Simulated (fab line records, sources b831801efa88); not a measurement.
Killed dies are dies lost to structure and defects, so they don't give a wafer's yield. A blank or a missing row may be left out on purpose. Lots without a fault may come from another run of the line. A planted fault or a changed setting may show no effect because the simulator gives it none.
Problem report in the 8D (eight disciplines) form, filled by code | flow gf180mcu | the parts of the form that need people (team, actions taken, sign-off) are left out

1. THE PROBLEM
NSD_RS at GF_PSD_RS_MEAS_14 reads a mean of 46.80 ohm/sq on 6 wafers of 2 lots; wafers without a fault read 46.17 ohm/sq with a standard deviation of 0.12. That is +5.3 standard deviations from the usual mean.
The step: measures by four-point-probe.
First seen on wafer L920.4, day 18 19:46, on film_metro-03. The record holds 35 wafers of 12 lots with a number at this step. Rule for "out", or "out of limits": more than 4 standard deviations from the usual mean. The other wafers with a number count as sound.

2. WHAT IT IS AND WHAT IT IS NOT
question                    | is                           | is not
which readings at this step | NSD_RS                       | -
which lots                  | L920, L921                   | L908, L910, L911, L912, L914, L917, L923, L926, L929, L930
which wafers of those lots  | all that have a number       | -
read on which gauges        | film_metro-03, film_metro-04 | film_metro-02
when                        | from day 18 19:46            | up to then (18 sound wafers); but 11 sound wafers of L923, L926, L929, L930 came after

3. SUSPECTS, AND WHAT RULES EACH OUT
Counting: a tool at a process step up to the reading stays a suspect if it ran every lot that is out and no sound lot after the first of them.
- the gauge at GF_PSD_RS_MEAS_14: ruled out. The wafers that are out were read on 2 gauges (film_metro-03, film_metro-04).
- implanter-01 at GF_NSD_IMPLANT_10: kept. It ran every lot that is out, first L920 (day 17 19:22), and no sound lot after that; its last sound lot up to then is L917 (day 16 18:59). Its own readings are out on those wafers: beam_energy_keV.
Left after counting: implanter-01 at GF_NSD_IMPLANT_10.

4. THE CAUSE (what the simulator had put in)
Process parameter drift: implanter-01, from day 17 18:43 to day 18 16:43, at GF_NSD_IMPLANT_10. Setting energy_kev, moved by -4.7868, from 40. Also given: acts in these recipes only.
Counting left only this tool.

5. THE CHAIN OF EFFECTS, in route order
Each row: a reading whose mean over the struck wafers that have a number lies more than 3 standard deviations from the usual. Only readings for which the record gives a usual standard deviation are gone through. hours: the time from each lot's start at the first step in this table that gives one to its start at this step, as a median over the lots. sigmas: the change in usual standard deviations.
hours | step              | reading                  | usual        | on struck wafers | change | sigmas
0     | GF_NSD_IMPLANT_10 | beam_energy_keV          | 40.001       | 35.216           | -4.785 | -99 or more
0     | GF_NSD_STRIP_11   | strip_time_to_endpoint_s | 23.01 s      | 22.82            | -0.19  | -5.2
24    | GF_PSD_RS_MEAS_14 | NSD_RS                   | 46.17 ohm/sq | 46.80            | +0.63  | +5.3
The process steps in it:
- GF_NSD_IMPLANT_10
- GF_NSD_STRIP_11: strips in O2/N2.

6. WHAT WOULD HAVE CAUGHT IT SOONER
In this record the first reading out of limits at a measuring or inspecting step was taken at day 18 19:46, 25 hours after the fault began at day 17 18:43.
The tool's own readings at GF_NSD_IMPLANT_10 were out on every struck wafer that the step has a row for (beam_energy_keV): an alarm limit on them would have fired on the first of those.
All the lots that are out (2) had begun GF_NSD_IMPLANT_10 on implanter-01 by day 18 19:46. A hold on the tool at that time would have spared none of them.
